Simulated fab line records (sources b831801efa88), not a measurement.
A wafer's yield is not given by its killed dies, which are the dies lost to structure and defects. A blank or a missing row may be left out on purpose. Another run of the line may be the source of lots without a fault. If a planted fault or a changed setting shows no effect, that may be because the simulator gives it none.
fab line records / flow sky130
[record] lots = 13 wafers = 39 last_day = 49
route steps=708 shown SONOS_TUNNEL@164 METAL1@436 PAD_OPEN@708
lots that met no fault: taken from a fault-free run of the same line
start_h: the number of hours between the record's first day and the start of the first shown wafer of the lot / wait_h: hours elapsed since this lot's preceding step / " repeats the value in the row above / L1.1+2: one row covering several wafers at once / - either no value or no given start / * or withheld: withheld / < > ~ a bound
route shown NAME@n: NAME is a module with steps in the file, n the number in the route of the first one / usual: average and standard deviation across the fault-free wafers / same: alike in all rows / chamber/n: place in a boat / sites: per-site readings / _std_site: how widely they spread, as a standard deviation / _edge_site: the outer-site mean with the inner-site mean subtracted / radius_mm: for every site, how far away it sits from the centre of the wafer / mask NAME#n: copy n / behind: tool/chamber where the wafer was last shaped / hold: why the lot was held/for how many hours/how that ended / device: names the non-switching transistor (n, p or np) / end of line: the route-end tests of the same wafers / a step with no rows: only its recipe / killed: dies that structure and defects cost at the first sort, which is not the same as the wafer's yield / map: per-die view of a wafer (x killed, . not killed, _ where there is no die)
set.NAME: the setting the step ran with; set.NAME@STEP: the setting that earlier step ran with / model.NAME: the simulator's own value behind a step, which no gauge read
one table for each step of the route and one row for each wafer, over a sample of lots
services: a tool's chamber out of use, with start hour (start_h, from the record's first day; less than 0 if before it), hours out, and reason
[[steps]]
[step SKY_SONOS_TUNNEL_WET_ETCH_10]
[recipe] chemistry = dHF target_depth_nm = 14 target = SiO2 dilution = 100:1 temp_c = 25 time_s = 280
[usual] temp_c = 25.01/0.1
[same] time_s = 280
lot.wafer=L536.2 tool=wet_bench-01 chamber=1 start_h=264.16 wait_h=0.1 temp_c=25.00
lot.wafer=L536.3 tool=wet_bench-01 chamber=1 start_h=264.16 wait_h=0.1 temp_c=25.16
lot.wafer=L536.4 tool=wet_bench-01 chamber=1 start_h=264.16 wait_h=0.1 temp_c=25.00
lot.wafer=L537.1 tool=wet_bench-01 chamber=3 start_h=274.36 wait_h=0.1 temp_c=24.91
lot.wafer=L537.2 tool=wet_bench-01 chamber=3 start_h=274.36 wait_h=0.1 temp_c=24.94
lot.wafer=L537.3 tool=wet_bench-01 chamber=3 start_h=274.36 wait_h=0.1 temp_c=24.95
lot.wafer=L538.1 tool=wet_bench-01 chamber=1 start_h=276.16 wait_h=0.1 temp_c=24.80
lot.wafer=L538.3 tool=wet_bench-01 chamber=1 start_h=276.16 wait_h=0.1 temp_c=24.87
lot.wafer=L538.5 tool=wet_bench-01 chamber=1 start_h=276.16 wait_h=0.1 temp_c=25.11
lot.wafer=L539.2 tool=wet_bench-01 chamber=0 start_h=280.71 wait_h=0.1 temp_c=25.21
lot.wafer=L539.3 tool=wet_bench-01 chamber=0 start_h=280.71 wait_h=0.1 temp_c=25.10
lot.wafer=L539.5 tool=wet_bench-01 chamber=0 start_h=280.71 wait_h=0.1 temp_c=24.94
lot.wafer=L540.1 tool=wet_bench-01 chamber=0 start_h=283.21 wait_h=0.1 temp_c=25.13
lot.wafer=L540.2 tool=wet_bench-01 chamber=0 start_h=283.21 wait_h=0.1 temp_c=24.87
lot.wafer=L540.6 tool=wet_bench-01 chamber=0 start_h=283.21 wait_h=0.1 temp_c=24.96
lot.wafer=L541.4 tool=wet_bench-04 chamber=3 start_h=292.10 wait_h=0.1 temp_c=25.01
lot.wafer=L541.5 tool=wet_bench-04 chamber=3 start_h=292.10 wait_h=0.1 temp_c=25.08
lot.wafer=L541.6 tool=wet_bench-04 chamber=3 start_h=292.10 wait_h=0.1 temp_c=25.04
lot.wafer=L542.3 tool=wet_bench-01 chamber=1 start_h=297.46 wait_h=0.1 temp_c=25.03
lot.wafer=L542.4 tool=wet_bench-01 chamber=1 start_h=297.46 wait_h=0.1 temp_c=25.09
lot.wafer=L542.5 tool=wet_bench-01 chamber=1 start_h=297.46 wait_h=0.1 temp_c=25.18
lot.wafer=L543.1 tool=wet_bench-01 chamber=2 start_h=312.00 wait_h=0.1 temp_c=25.13
lot.wafer=L543.3 tool=wet_bench-01 chamber=2 start_h=312.00 wait_h=0.1 temp_c=25.12
lot.wafer=L543.6 tool=wet_bench-01 chamber=2 start_h=312.00 wait_h=0.1 temp_c=24.84
lot.wafer=L544.1 tool=wet_bench-02 chamber=3 start_h=315.76 wait_h=0.1 temp_c=24.88
lot.wafer=L544.3 tool=wet_bench-02 chamber=3 start_h=315.76 wait_h=0.1 temp_c=25.10
lot.wafer=L544.4 tool=wet_bench-02 chamber=3 start_h=315.76 wait_h=0.1 temp_c=25.15
lot.wafer=L545.3 tool=wet_bench-01 chamber=2 start_h=321.01 wait_h=0.1 temp_c=24.83
lot.wafer=L545.4 tool=wet_bench-01 chamber=2 start_h=321.01 wait_h=0.1 temp_c=25.03
lot.wafer=L545.5 tool=wet_bench-01 chamber=2 start_h=321.01 wait_h=0.1 temp_c=25.01
lot.wafer=L546.1 tool=wet_bench-02 chamber=2 start_h=325.91 wait_h=0.1 temp_c=25.11
lot.wafer=L546.5 tool=wet_bench-02 chamber=2 start_h=325.91 wait_h=0.1 temp_c=25.05
lot.wafer=L546.6 tool=wet_bench-02 chamber=2 start_h=325.91 wait_h=0.1 temp_c=25.00
lot.wafer=L551.3 tool=wet_bench-01 chamber=3 start_h=365.36 wait_h=0.1 temp_c=24.87
lot.wafer=L551.4 tool=wet_bench-01 chamber=3 start_h=365.36 wait_h=0.1 temp_c=24.97
lot.wafer=L551.6 tool=wet_bench-01 chamber=3 start_h=365.36 wait_h=0.1 temp_c=24.87
lot.wafer=L553.1 tool=wet_bench-01 chamber=1 start_h=378.46 wait_h=0.1 temp_c=24.91
lot.wafer=L553.2 tool=wet_bench-01 chamber=1 start_h=378.46 wait_h=0.1 temp_c=24.84
lot.wafer=L553.3 tool=wet_bench-01 chamber=1 start_h=378.46 wait_h=0.1 temp_c=25.01
[step SKY_METAL1_SPUTTER_02]
[recipe] material = AlCu target_thk_nm = 250 power_w = 10600 time_s = 13.3 chamber_pressure_pa = 0.4
[usual] throttle_valve_pct = 30.1/1.3
[same] time_s = 13.3
lot.wafer=L536.2 tool=pvd_sputter-03 chamber=- start_h=764.58 wait_h=0.0 throttle_valve_pct=28.6
lot.wafer=L536.3 tool=pvd_sputter-03 chamber=- start_h=764.58 wait_h=0.0 throttle_valve_pct=29.3
lot.wafer=L536.4 tool=pvd_sputter-03 chamber=- start_h=764.58 wait_h=0.0 throttle_valve_pct=29.5
lot.wafer=L537.1 tool=pvd_sputter-02 chamber=- start_h=768.96 wait_h=0.0 throttle_valve_pct=31.5
lot.wafer=L537.2 tool=pvd_sputter-02 chamber=- start_h=768.96 wait_h=0.0 throttle_valve_pct=30.6
lot.wafer=L537.3 tool=pvd_sputter-02 chamber=- start_h=768.96 wait_h=0.0 throttle_valve_pct=27.8
lot.wafer=L538.1 tool=pvd_sputter-03 chamber=- start_h=769.28 wait_h=0.0 throttle_valve_pct=28.6
lot.wafer=L538.3 tool=pvd_sputter-03 chamber=- start_h=769.28 wait_h=0.0 throttle_valve_pct=29.3
lot.wafer=L538.5 tool=pvd_sputter-03 chamber=- start_h=769.28 wait_h=0.0 throttle_valve_pct=29.5
lot.wafer=L540.1 tool=pvd_sputter-04 chamber=- start_h=777.21 wait_h=0.0 throttle_valve_pct=30.4
lot.wafer=L540.2 tool=pvd_sputter-04 chamber=- start_h=777.21 wait_h=0.0 throttle_valve_pct=32.2
lot.wafer=L540.6 tool=pvd_sputter-04 chamber=- start_h=777.21 wait_h=0.0 throttle_valve_pct=32.2
lot.wafer=L539.2 tool=pvd_sputter-02 chamber=- start_h=777.47 wait_h=0.0 throttle_valve_pct=27.6
lot.wafer=L539.3 tool=pvd_sputter-02 chamber=- start_h=777.47 wait_h=0.0 throttle_valve_pct=30.2
lot.wafer=L539.5 tool=pvd_sputter-02 chamber=- start_h=777.47 wait_h=0.0 throttle_valve_pct=30.1
lot.wafer=L541.4 tool=pvd_sputter-03 chamber=- start_h=777.89 wait_h=0.0 throttle_valve_pct=29.7
lot.wafer=L541.5 tool=pvd_sputter-03 chamber=- start_h=777.89 wait_h=0.0 throttle_valve_pct=28.5
lot.wafer=L541.6 tool=pvd_sputter-03 chamber=- start_h=777.89 wait_h=0.0 throttle_valve_pct=29.3
lot.wafer=L542.3 tool=pvd_sputter-03 chamber=- start_h=786.04 wait_h=0.0 throttle_valve_pct=29.7
lot.wafer=L542.4 tool=pvd_sputter-03 chamber=- start_h=786.04 wait_h=0.0 throttle_valve_pct=28.5
lot.wafer=L542.5 tool=pvd_sputter-03 chamber=- start_h=786.04 wait_h=0.0 throttle_valve_pct=30.9
lot.wafer=L543.1 tool=pvd_sputter-04 chamber=- start_h=802.26 wait_h=0.0 throttle_valve_pct=28.2
lot.wafer=L543.3 tool=pvd_sputter-04 chamber=- start_h=802.26 wait_h=0.0 throttle_valve_pct=30.6
lot.wafer=L543.6 tool=pvd_sputter-04 chamber=- start_h=802.26 wait_h=0.0 throttle_valve_pct=31.0
lot.wafer=L544.1 tool=pvd_sputter-04 chamber=- start_h=806.22 wait_h=0.0 throttle_valve_pct=31.1
lot.wafer=L544.3 tool=pvd_sputter-04 chamber=- start_h=806.22 wait_h=0.0 throttle_valve_pct=31.9
lot.wafer=L544.4 tool=pvd_sputter-04 chamber=- start_h=806.22 wait_h=0.0 throttle_valve_pct=30.6
lot.wafer=L545.3 tool=pvd_sputter-04 chamber=- start_h=808.80 wait_h=0.0 throttle_valve_pct=30.6
lot.wafer=L545.4 tool=pvd_sputter-04 chamber=- start_h=808.80 wait_h=0.0 throttle_valve_pct=30.8
lot.wafer=L545.5 tool=pvd_sputter-04 chamber=- start_h=808.80 wait_h=0.0 throttle_valve_pct=28.4
lot.wafer=L546.1 tool=pvd_sputter-03 chamber=- start_h=813.15 wait_h=0.0 throttle_valve_pct=31.1
lot.wafer=L546.5 tool=pvd_sputter-03 chamber=- start_h=813.15 wait_h=0.0 throttle_valve_pct=29.6
lot.wafer=L546.6 tool=pvd_sputter-03 chamber=- start_h=813.15 wait_h=0.0 throttle_valve_pct=31.2
lot.wafer=L551.3 tool=pvd_sputter-04 chamber=- start_h=856.36 wait_h=0.0 throttle_valve_pct=31.0
lot.wafer=L551.4 tool=pvd_sputter-04 chamber=- start_h=856.36 wait_h=0.0 throttle_valve_pct=32.3
lot.wafer=L551.6 tool=pvd_sputter-04 chamber=- start_h=856.36 wait_h=0.0 throttle_valve_pct=30.5
lot.wafer=L553.1 tool=pvd_sputter-02 chamber=- start_h=867.06 wait_h=0.0 throttle_valve_pct=30.2
lot.wafer=L553.2 tool=pvd_sputter-02 chamber=- start_h=867.06 wait_h=0.0 throttle_valve_pct=30.5
lot.wafer=L553.3 tool=pvd_sputter-02 chamber=- start_h=867.06 wait_h=0.0 throttle_valve_pct=31.5
[step SKY_METAL1_CD_MEAS_15]
[recipe] target_cd_nm = 140
[usual] cd_nm = 139.6/1.5
lot.wafer=L536.2 tool=cd_sem-02 chamber=- start_h=790.55 wait_h=- cd_nm=139.0
lot.wafer=L536.3 tool=cd_sem-02 chamber=- start_h=790.55 wait_h=- cd_nm=137.6
lot.wafer=L536.4 tool=cd_sem-02 chamber=- start_h=790.55 wait_h=- cd_nm=138.7
lot.wafer=L537.1 tool=cd_sem-01 chamber=- start_h=795.60 wait_h=- cd_nm=136.9
lot.wafer=L537.2 tool=cd_sem-01 chamber=- start_h=795.60 wait_h=- cd_nm=137.8
lot.wafer=L537.3 tool=cd_sem-01 chamber=- start_h=795.60 wait_h=- cd_nm=137.9
lot.wafer=L538.1 tool=cd_sem-02 chamber=- start_h=795.95 wait_h=- cd_nm=137.9
lot.wafer=L538.3 tool=cd_sem-02 chamber=- start_h=795.95 wait_h=- cd_nm=137.7
lot.wafer=L538.5 tool=cd_sem-02 chamber=- start_h=795.95 wait_h=- cd_nm=139.8
lot.wafer=L540.1 tool=cd_sem-01 chamber=- start_h=803.48 wait_h=- cd_nm=140.3
lot.wafer=L540.2 tool=cd_sem-01 chamber=- start_h=803.48 wait_h=- cd_nm=138.8
lot.wafer=L540.6 tool=cd_sem-01 chamber=- start_h=803.48 wait_h=- cd_nm=139.1
lot.wafer=L539.2 tool=cd_sem-01 chamber=- start_h=805.05 wait_h=- cd_nm=140.1
lot.wafer=L539.3 tool=cd_sem-01 chamber=- start_h=805.05 wait_h=- cd_nm=142.9
lot.wafer=L539.5 tool=cd_sem-01 chamber=- start_h=805.05 wait_h=- cd_nm=141.8
lot.wafer=L541.4 tool=cd_sem-02 chamber=- start_h=805.44 wait_h=- cd_nm=138.1
lot.wafer=L541.5 tool=cd_sem-02 chamber=- start_h=805.44 wait_h=- cd_nm=139.0
lot.wafer=L541.6 tool=cd_sem-02 chamber=- start_h=805.44 wait_h=- cd_nm=139.9
lot.wafer=L542.3 tool=cd_sem-01 chamber=- start_h=812.09 wait_h=- cd_nm=141.0
lot.wafer=L542.4 tool=cd_sem-01 chamber=- start_h=812.09 wait_h=- cd_nm=139.2
lot.wafer=L542.5 tool=cd_sem-01 chamber=- start_h=812.09 wait_h=- cd_nm=139.8
lot.wafer=L543.1 tool=cd_sem-02 chamber=- start_h=829.15 wait_h=- cd_nm=139.4
lot.wafer=L543.3 tool=cd_sem-02 chamber=- start_h=829.15 wait_h=- cd_nm=136.7
lot.wafer=L543.6 tool=cd_sem-02 chamber=- start_h=829.15 wait_h=- cd_nm=138.9
lot.wafer=L544.1 tool=cd_sem-02 chamber=- start_h=832.10 wait_h=- cd_nm=141.9
lot.wafer=L544.3 tool=cd_sem-02 chamber=- start_h=832.10 wait_h=- cd_nm=141.0
lot.wafer=L544.4 tool=cd_sem-02 chamber=- start_h=832.10 wait_h=- cd_nm=140.9
lot.wafer=L545.3 tool=cd_sem-01 chamber=- start_h=835.02 wait_h=- cd_nm=142.6
lot.wafer=L545.4 tool=cd_sem-01 chamber=- start_h=835.02 wait_h=- cd_nm=141.9
lot.wafer=L545.5 tool=cd_sem-01 chamber=- start_h=835.02 wait_h=- cd_nm=140.6
lot.wafer=L546.1 tool=cd_sem-02 chamber=- start_h=839.50 wait_h=- cd_nm=140.8
lot.wafer=L546.5 tool=cd_sem-02 chamber=- start_h=839.50 wait_h=- cd_nm=141.5
lot.wafer=L546.6 tool=cd_sem-02 chamber=- start_h=839.50 wait_h=- cd_nm=140.6
lot.wafer=L551.3 tool=cd_sem-01 chamber=- start_h=882.34 wait_h=- cd_nm=140.7
lot.wafer=L551.4 tool=cd_sem-01 chamber=- start_h=882.34 wait_h=- cd_nm=140.4
lot.wafer=L551.6 tool=cd_sem-01 chamber=- start_h=882.34 wait_h=- cd_nm=139.7
lot.wafer=L553.1 tool=cd_sem-01 chamber=- start_h=891.79 wait_h=- cd_nm=140.7
lot.wafer=L553.2 tool=cd_sem-01 chamber=- start_h=891.79 wait_h=- cd_nm=139.6
lot.wafer=L553.3 tool=cd_sem-01 chamber=- start_h=891.79 wait_h=- cd_nm=140.6
[step SKY_METAL1_DESCUM_17]
[recipe] chemistry = O2 source_power_w = 150 bias_power_w = 0 pressure_mtorr = 10 temp_c = 40 time_s = 8
[usual] drypump_motor_current_A = 5.7/0.4 oes_product_au = 0.998/0.0099 temp_c = 40.00/0.11
[same] time_s = 8
lot.wafer=L536.2 tool=rie_metal-04 chamber=0 start_h=790.70 wait_h=0.0 drypump_motor_current_A=5.9 oes_product_au=0.980 rf_hours_counter_h=- temp_c=39.92
lot.wafer=L536.3 tool=rie_metal-04 chamber=0 start_h=790.70 wait_h=0.0 drypump_motor_current_A=5.9 oes_product_au=0.984 rf_hours_counter_h=- temp_c=39.97
lot.wafer=L536.4 tool=rie_metal-04 chamber=0 start_h=790.70 wait_h=0.0 drypump_motor_current_A=5.9 oes_product_au=0.984 rf_hours_counter_h=- temp_c=40.01
lot.wafer=L537.1 tool=rie_metal-02 chamber=0 start_h=795.76 wait_h=0.0 drypump_motor_current_A=5.6 oes_product_au=1.004 rf_hours_counter_h=13 temp_c=39.91
lot.wafer=L537.2 tool=rie_metal-02 chamber=1 start_h=795.76 wait_h=0.0 drypump_motor_current_A=5.6 oes_product_au=0.978 rf_hours_counter_h=6 temp_c=40.02
lot.wafer=L537.3 tool=rie_metal-02 chamber=1 start_h=795.76 wait_h=0.0 drypump_motor_current_A=5.6 oes_product_au=0.995 rf_hours_counter_h=- temp_c=40.11
lot.wafer=L538.1 tool=rie_metal-01 chamber=1 start_h=796.11 wait_h=0.0 drypump_motor_current_A=5.9 oes_product_au=0.997 rf_hours_counter_h=5 temp_c=40.11
lot.wafer=L538.3 tool=rie_metal-01 chamber=0 start_h=796.11 wait_h=0.0 drypump_motor_current_A=4.9 oes_product_au=1.013 rf_hours_counter_h=- temp_c=39.87
lot.wafer=L538.5 tool=rie_metal-01 chamber=1 start_h=796.11 wait_h=0.0 drypump_motor_current_A=5.9 oes_product_au=1.007 rf_hours_counter_h=- temp_c=40.22
lot.wafer=L540.1 tool=rie_metal-04 chamber=1 start_h=803.64 wait_h=0.0 drypump_motor_current_A=6.2 oes_product_au=0.998 rf_hours_counter_h=0 temp_c=39.93
lot.wafer=L540.2 tool=rie_metal-04 chamber=0 start_h=803.64 wait_h=0.0 drypump_motor_current_A=5.9 oes_product_au=0.977 rf_hours_counter_h=9 temp_c=39.79
lot.wafer=L540.6 tool=rie_metal-04 chamber=1 start_h=803.64 wait_h=0.0 drypump_motor_current_A=6.1 oes_product_au=1.006 rf_hours_counter_h=- temp_c=39.93
lot.wafer=L539.2 tool=rie_metal-02 chamber=0 start_h=805.19 wait_h=0.0 drypump_motor_current_A=5.5 oes_product_au=0.990 rf_hours_counter_h=13 temp_c=40.04
lot.wafer=L539.3 tool=rie_metal-02 chamber=0 start_h=805.19 wait_h=0.0 drypump_motor_current_A=5.6 oes_product_au=1.002 rf_hours_counter_h=- temp_c=39.94
lot.wafer=L539.5 tool=rie_metal-02 chamber=1 start_h=805.19 wait_h=0.0 drypump_motor_current_A=5.5 oes_product_au=0.991 rf_hours_counter_h=- temp_c=40.06
lot.wafer=L541.4 tool=rie_metal-01 chamber=0 start_h=805.55 wait_h=0.0 drypump_motor_current_A=4.9 oes_product_au=1.004 rf_hours_counter_h=- temp_c=40.04
lot.wafer=L541.5 tool=rie_metal-01 chamber=0 start_h=805.55 wait_h=0.0 drypump_motor_current_A=4.9 oes_product_au=1.007 rf_hours_counter_h=- temp_c=39.96
lot.wafer=L541.6 tool=rie_metal-01 chamber=1 start_h=805.55 wait_h=0.0 drypump_motor_current_A=5.9 oes_product_au=1.016 rf_hours_counter_h=- temp_c=40.18
lot.wafer=L542.3 tool=rie_metal-01 chamber=1 start_h=812.22 wait_h=0.0 drypump_motor_current_A=5.9 oes_product_au=1.013 rf_hours_counter_h=- temp_c=40.00
lot.wafer=L542.4 tool=rie_metal-01 chamber=0 start_h=812.22 wait_h=0.0 drypump_motor_current_A=4.9 oes_product_au=1.015 rf_hours_counter_h=- temp_c=39.88
lot.wafer=L542.5 tool=rie_metal-01 chamber=1 start_h=812.22 wait_h=0.0 drypump_motor_current_A=5.9 oes_product_au=1.016 rf_hours_counter_h=- temp_c=40.02
lot.wafer=L543.1 tool=rie_metal-02 chamber=1 start_h=829.31 wait_h=0.0 drypump_motor_current_A=5.5 oes_product_au=0.986 rf_hours_counter_h=7 temp_c=40.05
lot.wafer=L543.3 tool=rie_metal-02 chamber=1 start_h=829.31 wait_h=0.0 drypump_motor_current_A=5.6 oes_product_au=0.983 rf_hours_counter_h=- temp_c=40.26
lot.wafer=L543.6 tool=rie_metal-02 chamber=0 start_h=829.31 wait_h=0.0 drypump_motor_current_A=5.6 oes_product_au=0.996 rf_hours_counter_h=- temp_c=40.11
lot.wafer=L544.1 tool=rie_metal-04 chamber=1 start_h=832.26 wait_h=0.0 drypump_motor_current_A=6.2 oes_product_au=1.015 rf_hours_counter_h=1 temp_c=39.99
lot.wafer=L544.3 tool=rie_metal-04 chamber=0 start_h=832.26 wait_h=0.0 drypump_motor_current_A=5.9 oes_product_au=0.984 rf_hours_counter_h=- temp_c=39.90
lot.wafer=L544.4 tool=rie_metal-04 chamber=1 start_h=832.26 wait_h=0.0 drypump_motor_current_A=6.2 oes_product_au=1.005 rf_hours_counter_h=- temp_c=39.97
lot.wafer=L545.3 tool=rie_metal-04 chamber=1 start_h=835.15 wait_h=0.0 drypump_motor_current_A=6.2 oes_product_au=1.002 rf_hours_counter_h=- temp_c=39.79
lot.wafer=L545.4 tool=rie_metal-04 chamber=0 start_h=835.15 wait_h=0.0 drypump_motor_current_A=5.9 oes_product_au=0.992 rf_hours_counter_h=- temp_c=40.09
lot.wafer=L545.5 tool=rie_metal-04 chamber=0 start_h=835.15 wait_h=0.0 drypump_motor_current_A=5.9 oes_product_au=0.984 rf_hours_counter_h=- temp_c=40.00
lot.wafer=L546.1 tool=rie_metal-01 chamber=0 start_h=839.66 wait_h=0.0 drypump_motor_current_A=4.9 oes_product_au=1.006 rf_hours_counter_h=7 temp_c=40.35
lot.wafer=L546.5 tool=rie_metal-01 chamber=0 start_h=839.66 wait_h=0.0 drypump_motor_current_A=4.9 oes_product_au=0.998 rf_hours_counter_h=- temp_c=40.09
lot.wafer=L546.6 tool=rie_metal-01 chamber=1 start_h=839.66 wait_h=0.0 drypump_motor_current_A=5.9 oes_product_au=0.999 rf_hours_counter_h=- temp_c=40.03
lot.wafer=L551.3 tool=rie_metal-01 chamber=1 start_h=882.47 wait_h=0.0 drypump_motor_current_A=5.9 oes_product_au=1.003 rf_hours_counter_h=- temp_c=39.87
lot.wafer=L551.4 tool=rie_metal-01 chamber=0 start_h=882.47 wait_h=0.0 drypump_motor_current_A=4.9 oes_product_au=1.003 rf_hours_counter_h=- temp_c=39.98
lot.wafer=L551.6 tool=rie_metal-01 chamber=1 start_h=882.47 wait_h=0.0 drypump_motor_current_A=5.9 oes_product_au=1.002 rf_hours_counter_h=- temp_c=39.88
lot.wafer=L553.1 tool=rie_metal-02 chamber=0 start_h=891.94 wait_h=0.0 drypump_motor_current_A=5.6 oes_product_au=1.003 rf_hours_counter_h=16 temp_c=40.00
lot.wafer=L553.2 tool=rie_metal-02 chamber=1 start_h=891.94 wait_h=0.0 drypump_motor_current_A=5.5 oes_product_au=0.995 rf_hours_counter_h=9 temp_c=39.89
lot.wafer=L553.3 tool=rie_metal-02 chamber=0 start_h=891.94 wait_h=0.0 drypump_motor_current_A=5.6 oes_product_au=0.996 rf_hours_counter_h=- temp_c=40.17
[step SKY_PAD_OPEN_PROBE_99]
[usual] killed_at_M0_to_M3 = 44/7.1 killed_at_M4_up = 3.0/1.9 killed_at_contacts = 25/5.6 killed_at_front_end = 14/4.1 killed_at_other = 0.2/0.44 killed_dies = 86/9.1 killed_open = 47/7.4 killed_short = 39/5.7
[same] gross_dies = 492 killed_at_back_side = 0
lot.wafer=L553.1 tool=prober-02 chamber=- start_h=1169.27 wait_h=0.1 killed_at_M0_to_M3=46 killed_at_M4_up=4 killed_at_contacts=25 killed_at_front_end=67 killed_at_other=0 killed_dies=142 killed_open=43 killed_short=48
lot.wafer=L553.2 tool=prober-02 chamber=- start_h=1169.32 wait_h=0.1 killed_at_M0_to_M3=53 killed_at_M4_up=2 killed_at_contacts=26 killed_at_front_end=55 killed_at_other=1 killed_dies=137 killed_open=47 killed_short=42
lot.wafer=L553.3 tool=prober-02 chamber=- start_h=1169.37 wait_h=0.2 killed_at_M0_to_M3=32 killed_at_M4_up=4 killed_at_contacts=31 killed_at_front_end=58 killed_at_other=0 killed_dies=125 killed_open=46 killed_short=33
// killed by level:class
L553.1 SONOS_TUNNEL:unspecified=51 CONTACT:geometric_particle:open=10 METAL1:geometric_particle:short=8 VIA1:geometric_particle:open=7 METAL2:geometric_particle:short=7 LI_CONTACT:geometric_particle:open=6 VIA1:geometric_particle:short=6 FIELD_ISO:geometric_particle:open=5
L553.2 SONOS_TUNNEL:unspecified=48 VIA1:geometric_particle:open=12 VIA2:geometric_particle:open=10 METAL2:geometric_particle:short=8 CONTACT:geometric_particle:open=8 VIA1:geometric_particle:short=8 LOCAL_INTERCONNECT:geometric_particle:short=6 POLY_GATE:geometric_particle:open=5
L553.3 SONOS_TUNNEL:unspecified=46 CONTACT:geometric_particle:open=16 CONTACT:geometric_particle:short=8 VIA1:geometric_particle:open=7 POLY_GATE:geometric_particle:open=6 VIA2:geometric_particle:open=5 METAL2:geometric_particle:short=5 LI_CONTACT:geometric_particle:open=4
[[services]]
tool=rie_metal-02 chamber=- start_h=260.02 hours=0.1 kind=repair
tool=rie_metal-01 chamber=- start_h=270.36 hours=0.3 kind=repair
tool=rie_metal-01 chamber=- start_h=390.83 hours=14.6 kind=pm
tool=wet_bench-01 chamber=- start_h=399.34 hours=1.9 kind=pm
tool=rie_metal-01 chamber=0 start_h=424.12 hours=11.3 kind=repair
tool=pvd_sputter-04 chamber=- start_h=432.60 hours=2.8 kind=repair
tool=pvd_sputter-04 chamber=- start_h=443.63 hours=5.6 kind=repair
tool=rie_metal-02 chamber=- start_h=464.30 hours=2.8 kind=pm
tool=pvd_sputter-04 chamber=- start_h=475.93 hours=1.7 kind=repair
tool=rie_metal-02 chamber=- start_h=526.44 hours=0.6 kind=repair
tool=pvd_sputter-03 chamber=- start_h=579.72 hours=0.5 kind=repair
tool=rie_metal-01 chamber=0 start_h=679.73 hours=15.5 kind=repair
tool=pvd_sputter-03 chamber=- start_h=686.72 hours=0.6 kind=repair
tool=pvd_sputter-04 chamber=- start_h=711.92 hours=13.0 kind=repair
tool=rie_metal-01 chamber=- start_h=720.35 hours=1.2 kind=repair
tool=rie_metal-01 chamber=- start_h=734.26 hours=2.8 kind=pm
tool=pvd_sputter-04 chamber=- start_h=771.44 hours=3.4 kind=repair
tool=rie_metal-01 chamber=- start_h=774.40 hours=1.4 kind=pm
tool=pvd_sputter-04 chamber=- start_h=783.80 hours=4.6 kind=repair
tool=pvd_sputter-04 chamber=- start_h=814.13 hours=1.9 kind=repair
tool=pvd_sputter-03 chamber=- start_h=846.57 hours=15.1 kind=repair
tool=pvd_sputter-03 chamber=- start_h=854.84 hours=0.6 kind=repair
tool=wet_bench-01 chamber=- start_h=863.71 hours=0.6 kind=repair
tool=pvd_sputter-04 chamber=- start_h=880.64 hours=1.4 kind=repair
[[key]]
[first_sign] step = SKY_PAD_OPEN_PROBE_99 reading = killed_at_front_end direction = up sigmas = 11 usual = 14 struck = 60
[effect] step = SKY_PAD_OPEN_PROBE_99 reading = killed_dies direction = up sigmas = 5.3 usual = 86 struck = 135
met_at SKY_SONOS_TUNNEL_WET_ETCH_10
struck_lots L553
struck_wafers L553.1,L553.2,L553.3
tester_left_out L553
not_acting_at SKY_METAL1_SPUTTER_02,SKY_METAL1_CD_MEAS_15,SKY_METAL1_DESCUM_17
onset_between 297.46 378.46
also_fits time
[fault] kind = chamber_particle_source tool = wet_bench-01 chamber = 1 onset_h = 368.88 steps = SKY_SONOS_TUNNEL_WET_ETCH_10 rate_per_visit_cm2 = 0.60133 end_h = 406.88
// tester_left_out: of these lots the tester's yield and bins aren't shown, on N5 and GAA mostly nor the transistor test; their killed dies are dies lost to structure and defects alone, not to doping, threshold or leakage, so they don't give the yield
